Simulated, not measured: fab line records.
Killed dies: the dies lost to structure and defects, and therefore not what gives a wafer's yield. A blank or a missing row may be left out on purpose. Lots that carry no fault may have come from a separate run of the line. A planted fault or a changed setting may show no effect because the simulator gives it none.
fab line records :: flow sky130
record:
  lots: 7
  wafers: 18
  last_day: 49
route steps=708 shown VIA1@460
lots untouched by any fault: they come from a run of this same line in which no faults occurred
start_h: hours from the record's first day to the start of the lot's first wafer shown :: wait_h: how many hours have passed since the lot's step before this one :: " repeats the value in the row above :: L1.1+2: several wafers, shown together as one row :: - no value present, or no start provided :: * or withheld: withheld :: < > ~ a bound
route shown NAME@n: names a module that has steps shown in the file, with the first one's number in the route :: usual: mean/standard deviation of fault-free wafers :: same: alike in all rows :: chamber/n: place in a boat :: sites: per-site readings :: _std_site: how widely they spread, as a standard deviation :: _edge_site: inner sites' mean taken away from outer sites' mean :: radius_mm: for every site, how far away it sits from the centre of the wafer :: mask NAME#n: copy n :: behind: tool/chamber where the wafer was last shaped :: hold: what put the lot on hold/how long, in hours/how the hold closed :: device: whichever transistor did not switch (one of n, p or np) :: end of line: the tests these same wafers got at the end of their route :: step lacking rows: just its recipe :: killed: not the wafer's yield, but the dies lost to structure and defects at the first sort :: map: the dies of a wafer, with x for killed, . for not killed, _ for no die there
set.NAME: the setting that was run; set.NAME@STEP: the one run at that earlier step :: model.NAME: the simulator's own value behind a step, which no gauge read
certain route steps with their lots: each step a table, each wafer a row
services: a tool's chamber out of use, with start hour (start_h, from the record's first day; less than 0 if before it), hours out, and reason
== steps ==
step: SKY_VIA1_CMP_02
recipe:
  material: SiO2
  down_force_psi: 4
  platen_rpm: 60
  pad_velocity_m_s: 0.94248
usual:
  edge_zone_pressure_frac: 1.000/0.0051
  motor_current_A: 12.3/1.4
lot.wafer: L444.4
tool: cmp-01
chamber: 3
start_h: 791.27
wait_h: 0.0
edge_zone_pressure_frac: 1.003
motor_current_A: 13.0

lot.wafer: L444.1
tool: cmp-01
chamber: 0
start_h: 791.27
wait_h: 0.0
edge_zone_pressure_frac: 0.990
motor_current_A: 14.7

lot.wafer: L444.2
tool: cmp-01
chamber: 2
start_h: 791.27
wait_h: 0.0
edge_zone_pressure_frac: 0.994
motor_current_A: 10.7

lot.wafer: L445.2
tool: cmp-02
chamber: 1
start_h: 797.43
wait_h: 0.2
edge_zone_pressure_frac: 1.001
motor_current_A: 10.7

lot.wafer: L445.6
tool: cmp-02
chamber: 2
start_h: 797.43
wait_h: 0.2
edge_zone_pressure_frac: 0.995
motor_current_A: 14.1

lot.wafer: L445.5
tool: cmp-02
chamber: 3
start_h: 797.43
wait_h: 0.2
edge_zone_pressure_frac: 1.006
motor_current_A: 11.1

lot.wafer: L451.2
tool: cmp-02
chamber: 1
start_h: 841.87
wait_h: 0.3
edge_zone_pressure_frac: 0.998
motor_current_A: 10.2

lot.wafer: L451.3
tool: cmp-02
chamber: 3
start_h: 841.87
wait_h: 0.3
edge_zone_pressure_frac: 0.997
motor_current_A: 11.1

lot.wafer: L452.3
tool: cmp-02
chamber: 2
start_h: 851.12
wait_h: 0.1
edge_zone_pressure_frac: 1.010
motor_current_A: 14.4

lot.wafer: L452.1
tool: cmp-02
chamber: 0
start_h: 851.12
wait_h: 0.1
edge_zone_pressure_frac: 0.999
motor_current_A: 12.9

lot.wafer: L453.2
tool: cmp-02
chamber: 2
start_h: 856.09
wait_h: 0.0
edge_zone_pressure_frac: 1.001
motor_current_A: 13.8

lot.wafer: L453.1
tool: cmp-02
chamber: 0
start_h: 856.09
wait_h: 0.0
edge_zone_pressure_frac: 0.991
motor_current_A: 13.2

lot.wafer: L456.2
tool: cmp-02
chamber: 3
start_h: 891.65
wait_h: 0.0
edge_zone_pressure_frac: 1.009
motor_current_A: 11.4

lot.wafer: L456.4
tool: cmp-02
chamber: 1
start_h: 891.65
wait_h: 0.0
edge_zone_pressure_frac: 0.999
motor_current_A: 10.3

lot.wafer: L456.5
tool: cmp-02
chamber: 0
start_h: 891.65
wait_h: 0.0
edge_zone_pressure_frac: 0.999
motor_current_A: 12.5

lot.wafer: L460.2
tool: cmp-01
chamber: 0
start_h: 908.89
wait_h: 0.0
edge_zone_pressure_frac: 0.995
motor_current_A: 14.9

lot.wafer: L460.3
tool: cmp-01
chamber: 3
start_h: 908.89
wait_h: 0.0
edge_zone_pressure_frac: 0.994
motor_current_A: 13.1

lot.wafer: L460.5
tool: cmp-01
chamber: 0
start_h: 908.89
wait_h: 0.0
edge_zone_pressure_frac: 1.006
motor_current_A: 14.6
step: SKY_VIA1_BOW_MEAS_03
recipe:
  mode: bow
usual:
  VIA1_BOW: 81/7.3
lot.wafer: L444.1
tool: film_metro-03
chamber: -
start_h: 791.57
wait_h: 0.2
VIA1_BOW[um]: 89

lot.wafer: L444.2
tool: film_metro-03
chamber: -
start_h: 791.57
wait_h: 0.2
VIA1_BOW[um]: 85

lot.wafer: L444.4
tool: film_metro-03
chamber: -
start_h: 791.57
wait_h: 0.2
VIA1_BOW[um]: 89

lot.wafer: L445.2
tool: film_metro-01
chamber: -
start_h: 797.60
wait_h: 0.1
VIA1_BOW[um]: 78

lot.wafer: L445.5
tool: film_metro-01
chamber: -
start_h: 797.60
wait_h: 0.1
VIA1_BOW[um]: 81

lot.wafer: L445.6
tool: film_metro-01
chamber: -
start_h: 797.60
wait_h: 0.1
VIA1_BOW[um]: 89

lot.wafer: L451.2
tool: film_metro-01
chamber: -
start_h: 842.14
wait_h: 0.2
VIA1_BOW[um]: 86

lot.wafer: L451.3
tool: film_metro-01
chamber: -
start_h: 842.14
wait_h: 0.2
VIA1_BOW[um]: 79

lot.wafer: L452.1
tool: film_metro-01
chamber: -
start_h: 851.37
wait_h: 0.1
VIA1_BOW[um]: 78

lot.wafer: L452.3
tool: film_metro-01
chamber: -
start_h: 851.37
wait_h: 0.1
VIA1_BOW[um]: 63

lot.wafer: L453.1
tool: film_metro-02
chamber: -
start_h: 856.39
wait_h: 0.1
VIA1_BOW[um]: 66

lot.wafer: L453.2
tool: film_metro-02
chamber: -
start_h: 856.39
wait_h: 0.1
VIA1_BOW[um]: 77

lot.wafer: L456.2
tool: film_metro-03
chamber: -
start_h: 891.97
wait_h: 0.3
VIA1_BOW[um]: 81

lot.wafer: L456.4
tool: film_metro-03
chamber: -
start_h: 891.97
wait_h: 0.3
VIA1_BOW[um]: 77

lot.wafer: L456.5
tool: film_metro-03
chamber: -
start_h: 891.97
wait_h: 0.3
VIA1_BOW[um]: 93

lot.wafer: L460.2
tool: film_metro-02
chamber: -
start_h: 909.21
wait_h: 0.3
VIA1_BOW[um]: 90

lot.wafer: L460.3
tool: film_metro-02
chamber: -
start_h: 909.21
wait_h: 0.3
VIA1_BOW[um]: 83

lot.wafer: L460.5
tool: film_metro-02
chamber: -
start_h: 909.21
wait_h: 0.3
VIA1_BOW[um]: 82
step: SKY_VIA1_DEHYDRATE_04
recipe:
  temp_c: 200
  time_s: 60
step: SKY_VIA1_HMDS_05
recipe:
  prime_time_s: 60
  prime_temp_c: 120
step: SKY_VIA1_COAT_06
recipe:
  resist: BARC
  temp_c: withheld
  time_s: withheld
  spin_rpm: 3000
  resist_thk_nm: 60
step: SKY_VIA1_COAT_07
recipe:
  resist: KrF-thick
  spin_rpm: 3000
  resist_thk_nm: 450
step: SKY_VIA1_SOFTBAKE_08
recipe:
  temp_c: 100
  time_s: 90
  resist: KrF-thick
step: SKY_VIA1_EXPOSE_09
recipe:
  mask_id: VIM
  na: 0.8
  source_shape: annular
  sigma_inner: 0.55
  sigma_outer: 0.85
  target_cd_nm: 150
  dose_mj: 38
step: SKY_VIA1_PEB_10
recipe:
  peb_temp_c: withheld
  peb_time_s: withheld
  resist: KrF-thick
step: SKY_VIA1_DEVELOP_11
recipe:
  develop_time_s: 60
  resist: KrF-thick
  dev_temp_c: 21
step: SKY_VIA1_CD_MEAS_12
recipe:
  target_cd_nm: 150
usual:
  cd_nm: 149.0/1.8
lot.wafer: L444.1
tool: cd_sem-01
chamber: -
start_h: 817.65
wait_h: -
cd_nm: 150.8

lot.wafer: L444.2
tool: cd_sem-01
chamber: -
start_h: 817.65
wait_h: -
cd_nm: 152.0

lot.wafer: L444.4
tool: cd_sem-01
chamber: -
start_h: 817.65
wait_h: -
cd_nm: 150.6

lot.wafer: L445.2
tool: cd_sem-02
chamber: -
start_h: 823.62
wait_h: -
cd_nm: 144.5

lot.wafer: L445.5
tool: cd_sem-02
chamber: -
start_h: 823.62
wait_h: -
cd_nm: 145.6

lot.wafer: L445.6
tool: cd_sem-02
chamber: -
start_h: 823.62
wait_h: -
cd_nm: 146.3

lot.wafer: L451.2
tool: cd_sem-01
chamber: -
start_h: 868.22
wait_h: -
cd_nm: 149.2

lot.wafer: L451.3
tool: cd_sem-01
chamber: -
start_h: 868.22
wait_h: -
cd_nm: 150.6

lot.wafer: L452.1
tool: cd_sem-02
chamber: -
start_h: 879.55
wait_h: -
cd_nm: 147.8

lot.wafer: L452.3
tool: cd_sem-02
chamber: -
start_h: 879.55
wait_h: -
cd_nm: 147.3

lot.wafer: L453.1
tool: cd_sem-02
chamber: -
start_h: 882.95
wait_h: -
cd_nm: 147.9

lot.wafer: L453.2
tool: cd_sem-02
chamber: -
start_h: 882.95
wait_h: -
cd_nm: 149.3

lot.wafer: L456.2
tool: cd_sem-01
chamber: -
start_h: 916.57
wait_h: -
cd_nm: 150.2

lot.wafer: L456.4
tool: cd_sem-01
chamber: -
start_h: 916.57
wait_h: -
cd_nm: 149.3

lot.wafer: L456.5
tool: cd_sem-01
chamber: -
start_h: 916.57
wait_h: -
cd_nm: 150.6

lot.wafer: L460.2
tool: cd_sem-02
chamber: -
start_h: 934.21
wait_h: -
cd_nm: 149.5

lot.wafer: L460.3
tool: cd_sem-02
chamber: -
start_h: 934.21
wait_h: -
cd_nm: 150.1

lot.wafer: L460.5
tool: cd_sem-02
chamber: -
start_h: 934.21
wait_h: -
cd_nm: 148.4
step: SKY_VIA1_OVL_MEAS_13
usual:
  VIA1_OVL: 0/5.5
lot.wafer: L444.1
tool: overlay-01
chamber: -
start_h: 817.77
wait_h: 0.1
VIA1_OVL[nm]: 3

lot.wafer: L444.2
tool: overlay-01
chamber: -
start_h: 817.77
wait_h: 0.1
VIA1_OVL[nm]: -8

lot.wafer: L444.4
tool: overlay-01
chamber: -
start_h: 817.77
wait_h: 0.1
VIA1_OVL[nm]: -1

lot.wafer: L445.2
tool: overlay-02
chamber: -
start_h: 823.73
wait_h: 0.1
VIA1_OVL[nm]: -6

lot.wafer: L445.5
tool: overlay-02
chamber: -
start_h: 823.73
wait_h: 0.1
VIA1_OVL[nm]: -1

lot.wafer: L445.6
tool: overlay-02
chamber: -
start_h: 823.73
wait_h: 0.1
VIA1_OVL[nm]: -4

lot.wafer: L451.2
tool: overlay-01
chamber: -
start_h: 868.33
wait_h: 0.1
VIA1_OVL[nm]: 2

lot.wafer: L451.3
tool: overlay-01
chamber: -
start_h: 868.33
wait_h: 0.1
VIA1_OVL[nm]: 6

lot.wafer: L452.1
tool: overlay-01
chamber: -
start_h: 879.67
wait_h: 0.1
VIA1_OVL[nm]: -4

lot.wafer: L452.3
tool: overlay-01
chamber: -
start_h: 879.67
wait_h: 0.1
VIA1_OVL[nm]: 2

lot.wafer: L453.1
tool: overlay-02
chamber: -
start_h: 883.07
wait_h: 0.1
VIA1_OVL[nm]: 6

lot.wafer: L453.2
tool: overlay-02
chamber: -
start_h: 883.07
wait_h: 0.1
VIA1_OVL[nm]: 8

lot.wafer: L456.2
tool: overlay-01
chamber: -
start_h: 916.68
wait_h: 0.1
VIA1_OVL[nm]: -8

lot.wafer: L456.4
tool: overlay-01
chamber: -
start_h: 916.68
wait_h: 0.1
VIA1_OVL[nm]: -3

lot.wafer: L456.5
tool: overlay-01
chamber: -
start_h: 916.68
wait_h: 0.1
VIA1_OVL[nm]: -8

lot.wafer: L460.2
tool: overlay-02
chamber: -
start_h: 934.31
wait_h: 0.1
VIA1_OVL[nm]: -4

lot.wafer: L460.3
tool: overlay-02
chamber: -
start_h: 934.31
wait_h: 0.1
VIA1_OVL[nm]: 1

lot.wafer: L460.5
tool: overlay-02
chamber: -
start_h: 934.31
wait_h: 0.1
VIA1_OVL[nm]: 2
step: SKY_VIA1_ETCH_14
recipe:
  chemistry: N2/H2
  target: BARC
  ion_energy_ev: 200
  source_w: 500
  bias_w: 100
  pressure_mtorr: 30
  n2_flow_sccm: 100
  h2_flow_sccm: 200
  stop_on: SiO2
  time_s: 45.9
  target_depth_a: 600
usual:
  drypump_motor_current_A: 5.7/0.52
  oes_product_au: 0.855/0.0055
  run_length_s: 74.3/0.43
  throttle_valve_pct: 13.226/0.0092
lot.wafer: L444.1
tool: rie_diel-03
chamber: 2
start_h: 817.81
wait_h: 0.0
drypump_motor_current_A: 5.7
oes_product_au: 0.853
rf_hours_counter_h: 9
run_length_s: 74.0
throttle_valve_pct: 13.222
model.KrF-thick_of_VIA1_COAT_07.thk_nm: 392.6

lot.wafer: L444.2
tool: rie_diel-03
chamber: 3
start_h: 817.81
wait_h: 0.0
drypump_motor_current_A: 6.4
oes_product_au: 0.862
rf_hours_counter_h: 8
run_length_s: 74.2
throttle_valve_pct: 13.223
model.KrF-thick_of_VIA1_COAT_07.thk_nm: 394.5

lot.wafer: L444.4
tool: rie_diel-03
chamber: 0
start_h: 817.81
wait_h: 0.0
drypump_motor_current_A: 5.1
oes_product_au: 0.847
rf_hours_counter_h: 18
run_length_s: 73.6
throttle_valve_pct: 13.219
model.KrF-thick_of_VIA1_COAT_07.thk_nm: 392.4

lot.wafer: L445.2
tool: rie_diel-01
chamber: 3
start_h: 823.76
wait_h: 0.0
drypump_motor_current_A: 6.3
oes_product_au: 0.856
rf_hours_counter_h: 8
run_length_s: 74.0
throttle_valve_pct: 13.216
model.KrF-thick_of_VIA1_COAT_07.thk_nm: 393.1

lot.wafer: L445.5
tool: rie_diel-01
chamber: 1
start_h: 823.76
wait_h: 0.0
drypump_motor_current_A: 5.9
oes_product_au: 0.855
rf_hours_counter_h: -
run_length_s: 74.5
throttle_valve_pct: 13.234
model.KrF-thick_of_VIA1_COAT_07.thk_nm: 392.7

lot.wafer: L445.6
tool: rie_diel-01
chamber: 0
start_h: 823.76
wait_h: 0.0
drypump_motor_current_A: 5.0
oes_product_au: 0.860
rf_hours_counter_h: -
run_length_s: 74.0
throttle_valve_pct: 13.225
model.KrF-thick_of_VIA1_COAT_07.thk_nm: 391.8

lot.wafer: L451.2
tool: rie_diel-03
chamber: 2
start_h: 868.36
wait_h: 0.0
drypump_motor_current_A: 5.7
oes_product_au: 0.966
rf_hours_counter_h: 10
run_length_s: 68.1
throttle_valve_pct: 13.226
model.KrF-thick_of_VIA1_COAT_07.thk_nm: 400.1

lot.wafer: L451.3
tool: rie_diel-03
chamber: 3
start_h: 868.36
wait_h: 0.0
drypump_motor_current_A: 6.4
oes_product_au: 0.854
rf_hours_counter_h: 9
run_length_s: 74.1
throttle_valve_pct: 13.227
model.KrF-thick_of_VIA1_COAT_07.thk_nm: 393.6

lot.wafer: L452.1
tool: rie_diel-03
chamber: 3
start_h: 879.71
wait_h: 0.0
drypump_motor_current_A: 6.4
oes_product_au: 0.969
rf_hours_counter_h: 10
run_length_s: 68.3
throttle_valve_pct: 13.241
model.KrF-thick_of_VIA1_COAT_07.thk_nm: 398.7

lot.wafer: L452.3
tool: rie_diel-03
chamber: 1
start_h: 879.71
wait_h: 0.0
drypump_motor_current_A: 4.8
oes_product_au: 0.858
rf_hours_counter_h: 11
run_length_s: 74.9
throttle_valve_pct: 13.232
model.KrF-thick_of_VIA1_COAT_07.thk_nm: 393.6

lot.wafer: L453.1
tool: rie_diel-03
chamber: 1
start_h: 883.11
wait_h: 0.0
drypump_motor_current_A: 4.8
oes_product_au: 0.968
rf_hours_counter_h: 11
run_length_s: 69.2
throttle_valve_pct: 13.222
model.KrF-thick_of_VIA1_COAT_07.thk_nm: 399.6

lot.wafer: L453.2
tool: rie_diel-03
chamber: 3
start_h: 883.11
wait_h: 0.0
drypump_motor_current_A: 6.4
oes_product_au: 0.966
rf_hours_counter_h: 10
run_length_s: 69.0
throttle_valve_pct: 13.247
model.KrF-thick_of_VIA1_COAT_07.thk_nm: 399

lot.wafer: L456.2
tool: rie_diel-01
chamber: 0
start_h: 916.71
wait_h: 0.0
drypump_motor_current_A: 5.0
oes_product_au: 0.857
rf_hours_counter_h: 12
run_length_s: 74.2
throttle_valve_pct: 13.218
model.KrF-thick_of_VIA1_COAT_07.thk_nm: 393.1

lot.wafer: L456.4
tool: rie_diel-01
chamber: 3
start_h: 916.71
wait_h: 0.0
drypump_motor_current_A: 6.2
oes_product_au: 0.851
rf_hours_counter_h: 11
run_length_s: 74.1
throttle_valve_pct: 13.220
model.KrF-thick_of_VIA1_COAT_07.thk_nm: 393.7

lot.wafer: L456.5
tool: rie_diel-01
chamber: 0
start_h: 916.71
wait_h: 0.0
drypump_motor_current_A: 5.0
oes_product_au: 0.855
rf_hours_counter_h: -
run_length_s: 74.7
throttle_valve_pct: 13.221
model.KrF-thick_of_VIA1_COAT_07.thk_nm: 394.4

lot.wafer: L460.2
tool: rie_diel-01
chamber: 1
start_h: 934.34
wait_h: 0.0
drypump_motor_current_A: 5.9
oes_product_au: 0.853
rf_hours_counter_h: 9
run_length_s: 74.2
throttle_valve_pct: 13.209
model.KrF-thick_of_VIA1_COAT_07.thk_nm: 392.4

lot.wafer: L460.3
tool: rie_diel-01
chamber: 2
start_h: 934.34
wait_h: 0.0
drypump_motor_current_A: 6.2
oes_product_au: 0.870
rf_hours_counter_h: 16
run_length_s: 74.9
throttle_valve_pct: 13.230
model.KrF-thick_of_VIA1_COAT_07.thk_nm: 393.6

lot.wafer: L460.5
tool: rie_diel-01
chamber: 1
start_h: 934.34
wait_h: 0.0
drypump_motor_current_A: 5.9
oes_product_au: 0.853
rf_hours_counter_h: -
run_length_s: 74.1
throttle_valve_pct: 13.234
model.KrF-thick_of_VIA1_COAT_07.thk_nm: 391.4
step: SKY_VIA1_ETCH_15
recipe:
  target: SiO2
  chemistry: C4F8/O2/Ar
  target_depth_nm: 351
  stop_on: TiN
  mask_material: KrF-thick
  source_w: 1500
  bias_w: 1200
  pressure_mtorr: 40
  c4f8_flow_sccm: withheld
  O2_flow_sccm: 6
  Ar_flow_sccm: 300
  time_s: 54
usual:
  oes_product_au: 0.980/0.0052
  run_length_s: 82.4/0.44
lot.wafer: L444.1
tool: rie_diel-03
chamber: 2
start_h: 817.85
wait_h: 0.0
oes_product_au: 0.987
rf_hours_counter_h: 9
run_length_s: 82.0
model.KrF-thick_of_VIA1_COAT_07.thk_nm: 323.3

lot.wafer: L444.2
tool: rie_diel-03
chamber: 3
start_h: 817.85
wait_h: 0.0
oes_product_au: 0.983
rf_hours_counter_h: 8
run_length_s: 82.0
model.KrF-thick_of_VIA1_COAT_07.thk_nm: 324.7

lot.wafer: L444.4
tool: rie_diel-03
chamber: 0
start_h: 817.85
wait_h: 0.0
oes_product_au: 0.980
rf_hours_counter_h: 18
run_length_s: 81.6
model.KrF-thick_of_VIA1_COAT_07.thk_nm: 321.4

lot.wafer: L445.2
tool: rie_diel-01
chamber: 3
start_h: 823.80
wait_h: 0.0
oes_product_au: 0.984
rf_hours_counter_h: 8
run_length_s: 82.8
model.KrF-thick_of_VIA1_COAT_07.thk_nm: 323.2

lot.wafer: L445.5
tool: rie_diel-01
chamber: 1
start_h: 823.80
wait_h: 0.0
oes_product_au: 0.985
rf_hours_counter_h: -
run_length_s: 82.8
model.KrF-thick_of_VIA1_COAT_07.thk_nm: 323

lot.wafer: L445.6
tool: rie_diel-01
chamber: 0
start_h: 823.80
wait_h: 0.0
oes_product_au: 0.981
rf_hours_counter_h: -
run_length_s: 82.4
model.KrF-thick_of_VIA1_COAT_07.thk_nm: 321.6

lot.wafer: L451.2
tool: rie_diel-03
chamber: 2
start_h: 868.40
wait_h: 0.0
oes_product_au: 0.971
rf_hours_counter_h: 10
run_length_s: 81.8
model.KrF-thick_of_VIA1_COAT_07.thk_nm: 331.1

lot.wafer: L451.3
tool: rie_diel-03
chamber: 3
start_h: 868.40
wait_h: 0.0
oes_product_au: 0.979
rf_hours_counter_h: 9
run_length_s: 82.0
model.KrF-thick_of_VIA1_COAT_07.thk_nm: 323.6

lot.wafer: L452.1
tool: rie_diel-03
chamber: 3
start_h: 879.75
wait_h: 0.0
oes_product_au: 0.978
rf_hours_counter_h: 10
run_length_s: 82.4
model.KrF-thick_of_VIA1_COAT_07.thk_nm: 328.6

lot.wafer: L452.3
tool: rie_diel-03
chamber: 1
start_h: 879.75
wait_h: 0.0
oes_product_au: 0.981
rf_hours_counter_h: 11
run_length_s: 82.2
model.KrF-thick_of_VIA1_COAT_07.thk_nm: 323.4

lot.wafer: L453.1
tool: rie_diel-03
chamber: 1
start_h: 883.15
wait_h: 0.0
oes_product_au: 0.978
rf_hours_counter_h: 11
run_length_s: 82.2
model.KrF-thick_of_VIA1_COAT_07.thk_nm: 330

lot.wafer: L453.2
tool: rie_diel-03
chamber: 3
start_h: 883.15
wait_h: 0.0
oes_product_au: 0.979
rf_hours_counter_h: 10
run_length_s: 82.4
model.KrF-thick_of_VIA1_COAT_07.thk_nm: 328.9

lot.wafer: L456.2
tool: rie_diel-01
chamber: 0
start_h: 916.75
wait_h: 0.0
oes_product_au: 0.977
rf_hours_counter_h: 12
run_length_s: 82.9
model.KrF-thick_of_VIA1_COAT_07.thk_nm: 322.4

lot.wafer: L456.4
tool: rie_diel-01
chamber: 3
start_h: 916.75
wait_h: 0.0
oes_product_au: 0.972
rf_hours_counter_h: 11
run_length_s: 82.1
model.KrF-thick_of_VIA1_COAT_07.thk_nm: 322.8

lot.wafer: L456.5
tool: rie_diel-01
chamber: 0
start_h: 916.75
wait_h: 0.0
oes_product_au: 0.982
rf_hours_counter_h: -
run_length_s: 82.8
model.KrF-thick_of_VIA1_COAT_07.thk_nm: 324.1

lot.wafer: L460.2
tool: rie_diel-01
chamber: 1
start_h: 934.39
wait_h: 0.0
oes_product_au: 0.974
rf_hours_counter_h: 9
run_length_s: 82.3
model.KrF-thick_of_VIA1_COAT_07.thk_nm: 323.1

lot.wafer: L460.3
tool: rie_diel-01
chamber: 2
start_h: 934.39
wait_h: 0.0
oes_product_au: 0.974
rf_hours_counter_h: 16
run_length_s: 82.9
model.KrF-thick_of_VIA1_COAT_07.thk_nm: 324

lot.wafer: L460.5
tool: rie_diel-01
chamber: 1
start_h: 934.39
wait_h: 0.0
oes_product_au: 0.980
rf_hours_counter_h: -
run_length_s: 82.2
model.KrF-thick_of_VIA1_COAT_07.thk_nm: 322.5
step: SKY_VIA1_STRIP_16
recipe:
  chemistry: O2/N2
  power_w: 1400
  pressure_mtorr: 1500
  platen_temp_c: withheld
  o2_flow_sccm: 3000
  n2_flow_sccm: 300
  overash_fraction: 0.5
usual:
  drypump_motor_current_A: 5.9/0.36
  oes_product_au: 0.415/0.0043
  strip_time_to_endpoint_s: 4.461/0.02
lot.wafer: L444.1
tool: plasma_asher-02
chamber: 0
start_h: 817.90
wait_h: 0.0
drypump_motor_current_A: 6.6
oes_product_au: 0.420
rf_hours_counter_h: 65
strip_time_to_endpoint_s: 4.485

lot.wafer: L444.2
tool: plasma_asher-02
chamber: 1
start_h: 817.90
wait_h: 0.0
drypump_motor_current_A: 5.4
oes_product_au: 0.414
rf_hours_counter_h: 65
strip_time_to_endpoint_s: 4.463

lot.wafer: L444.4
tool: plasma_asher-02
chamber: 1
start_h: 817.90
wait_h: 0.0
drypump_motor_current_A: 5.4
oes_product_au: 0.415
rf_hours_counter_h: -
strip_time_to_endpoint_s: 4.441

lot.wafer: L445.2
tool: plasma_asher-02
chamber: 1
start_h: 823.85
wait_h: 0.0
drypump_motor_current_A: 5.4
oes_product_au: 0.417
rf_hours_counter_h: 66
strip_time_to_endpoint_s: 4.462

lot.wafer: L445.5
tool: plasma_asher-02
chamber: 0
start_h: 823.85
wait_h: 0.0
drypump_motor_current_A: 6.6
oes_product_au: 0.406
rf_hours_counter_h: -
strip_time_to_endpoint_s: 4.451

lot.wafer: L445.6
tool: plasma_asher-02
chamber: 1
start_h: 823.85
wait_h: 0.0
drypump_motor_current_A: 5.4
oes_product_au: 0.425
rf_hours_counter_h: -
strip_time_to_endpoint_s: 4.440

lot.wafer: L451.2
tool: plasma_asher-03
chamber: 0
start_h: 868.45
wait_h: 0.0
drypump_motor_current_A: 5.9
oes_product_au: 0.418
rf_hours_counter_h: 44
strip_time_to_endpoint_s: 4.543

lot.wafer: L451.3
tool: plasma_asher-03
chamber: 0
start_h: 868.45
wait_h: 0.0
drypump_motor_current_A: 5.8
oes_product_au: 0.409
rf_hours_counter_h: -
strip_time_to_endpoint_s: 4.469

lot.wafer: L452.1
tool: plasma_asher-03
chamber: 1
start_h: 879.80
wait_h: 0.0
drypump_motor_current_A: 5.9
oes_product_au: 0.420
rf_hours_counter_h: 45
strip_time_to_endpoint_s: 4.539

lot.wafer: L452.3
tool: plasma_asher-03
chamber: 1
start_h: 879.80
wait_h: 0.0
drypump_motor_current_A: 6.0
oes_product_au: 0.413
rf_hours_counter_h: -
strip_time_to_endpoint_s: 4.452

lot.wafer: L453.1
tool: plasma_asher-02
chamber: 0
start_h: 883.20
wait_h: 0.0
drypump_motor_current_A: 6.6
oes_product_au: 0.414
rf_hours_counter_h: 71
strip_time_to_endpoint_s: 4.543

lot.wafer: L453.2
tool: plasma_asher-02
chamber: 1
start_h: 883.20
wait_h: 0.0
drypump_motor_current_A: 5.5
oes_product_au: 0.418
rf_hours_counter_h: 71
strip_time_to_endpoint_s: 4.528

lot.wafer: L456.2
tool: plasma_asher-03
chamber: 0
start_h: 916.80
wait_h: 0.0
drypump_motor_current_A: 5.8
oes_product_au: 0.415
rf_hours_counter_h: 49
strip_time_to_endpoint_s: 4.472

lot.wafer: L456.4
tool: plasma_asher-03
chamber: 0
start_h: 916.80
wait_h: 0.0
drypump_motor_current_A: 5.8
oes_product_au: 0.410
rf_hours_counter_h: -
strip_time_to_endpoint_s: 4.456

lot.wafer: L456.5
tool: plasma_asher-03
chamber: 1
start_h: 916.80
wait_h: 0.0
drypump_motor_current_A: 6.0
oes_product_au: 0.419
rf_hours_counter_h: -
strip_time_to_endpoint_s: 4.474

lot.wafer: L460.2
tool: plasma_asher-04
chamber: 1
start_h: 934.43
wait_h: 0.0
drypump_motor_current_A: 5.9
oes_product_au: 0.408
rf_hours_counter_h: 17
strip_time_to_endpoint_s: 4.456

lot.wafer: L460.3
tool: plasma_asher-04
chamber: 1
start_h: 934.43
wait_h: 0.0
drypump_motor_current_A: 5.9
oes_product_au: 0.421
rf_hours_counter_h: -
strip_time_to_endpoint_s: 4.468

lot.wafer: L460.5
tool: plasma_asher-04
chamber: 0
start_h: 934.43
wait_h: 0.0
drypump_motor_current_A: 5.8
oes_product_au: 0.410
rf_hours_counter_h: -
strip_time_to_endpoint_s: 4.448
step: SKY_VIA1_STRIP_17
recipe:
  chemistry: post_etch_residue_remover
  time_s: 1200
  temp_c: 72.5
== services ==
tool: cmp-01
chamber: -
start_h: 787.28
hours: 0.5
kind: repair

tool: plasma_asher-03
chamber: -
start_h: 802.61
hours: 2.8
kind: pm

tool: rie_diel-03
chamber: 2
start_h: 802.85
hours: 6.4
kind: repair

tool: cmp-01
chamber: -
start_h: 808.74
hours: 3.4
kind: repair

tool: rie_diel-03
chamber: 3
start_h: 809.97
hours: 4.1
kind: repair

tool: plasma_asher-04
chamber: -
start_h: 816.29
hours: 3.6
kind: repair

tool: rie_diel-01
chamber: -
start_h: 817.17
hours: 0.6
kind: repair

tool: rie_diel-01
chamber: 2
start_h: 830.32
hours: 5.5
kind: repair

tool: rie_diel-03
chamber: 3
start_h: 832.31
hours: 3.9
kind: repair

tool: cmp-01
chamber: -
start_h: 838.26
hours: 3.9
kind: pm

tool: rie_diel-01
chamber: 3
start_h: 848.14
hours: 2.5
kind: repair

tool: rie_diel-01
chamber: 1
start_h: 871.34
hours: 3.6
kind: repair

tool: rie_diel-03
chamber: 0
start_h: 887.64
hours: 1.2
kind: repair

tool: plasma_asher-03
chamber: -
start_h: 896.65
hours: 0.3
kind: repair

tool: plasma_asher-04
chamber: -
start_h: 900.28
hours: 9.3
kind: repair

tool: rie_diel-03
chamber: 0
start_h: 904.87
hours: -
kind: clean

tool: rie_diel-03
chamber: 0
start_h: 904.87
hours: 18.0
kind: scheduled_down

tool: rie_diel-03
chamber: 0
start_h: 904.87
hours: 18.0
kind: vent_cycle

tool: rie_diel-03
chamber: 1
start_h: 908.29
hours: 35.7
kind: repair

tool: cmp-01
chamber: -
start_h: 913.04
hours: 4.0
kind: pm

tool: cmp-01
chamber: -
start_h: 917.04
hours: -
kind: consumable_replace:conditioner

tool: cmp-01
chamber: -
start_h: 917.04
hours: -
kind: consumable_replace:pad

tool: plasma_asher-03
chamber: -
start_h: 919.08
hours: 3.2
kind: repair

tool: cmp-02
chamber: -
start_h: 924.47
hours: 1.2
kind: repair
== key ==
first_sign:
  step: SKY_VIA1_ETCH_14
  reading: oes_product_au
  direction: up
  sigmas: 21
  usual: 0.855
  struck: 0.967
effect:
  step: SKY_VIA1_ETCH_14
  reading: run_length_s
  direction: down
  sigmas: 13
  usual: *
  struck: *
effect:
  step: SKY_VIA1_STRIP_16
  reading: strip_time_to_endpoint_s
  direction: up
  sigmas: 4
  usual: *
  struck: *
model_effect:
  step: SKY_VIA1_ETCH_14
  value: KrF-thick_of_VIA1_COAT_07.thk_nm
  without: 394.1
  struck: 399.3
model_effect:
  step: SKY_VIA1_ETCH_15
  value: KrF-thick_of_VIA1_COAT_07.thk_nm
  without: 324.4
  struck: 329.6
met_at SKY_VIA1_ETCH_14
struck_wafers L451.2,L452.1,L453.1,L453.2
sort_left_out L451.2,L452.1,L453.1,L453.2
onset_between 817.81 868.36
fault:
  kind: process_parameter_drift
  tool: rie_diel-03
  chamber: -
  onset_h: 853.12
  steps: SKY_VIA1_ETCH_14
  channel: time_s
  offset: *
  shape: step
  end_h: 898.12
  scope: struck_wafers_only
  acts_in: *
  stated: *
sort_left_out: the simulated sort isn't trusted on such a fault, so these wafers' sort isn't shown, and their yield isn't known
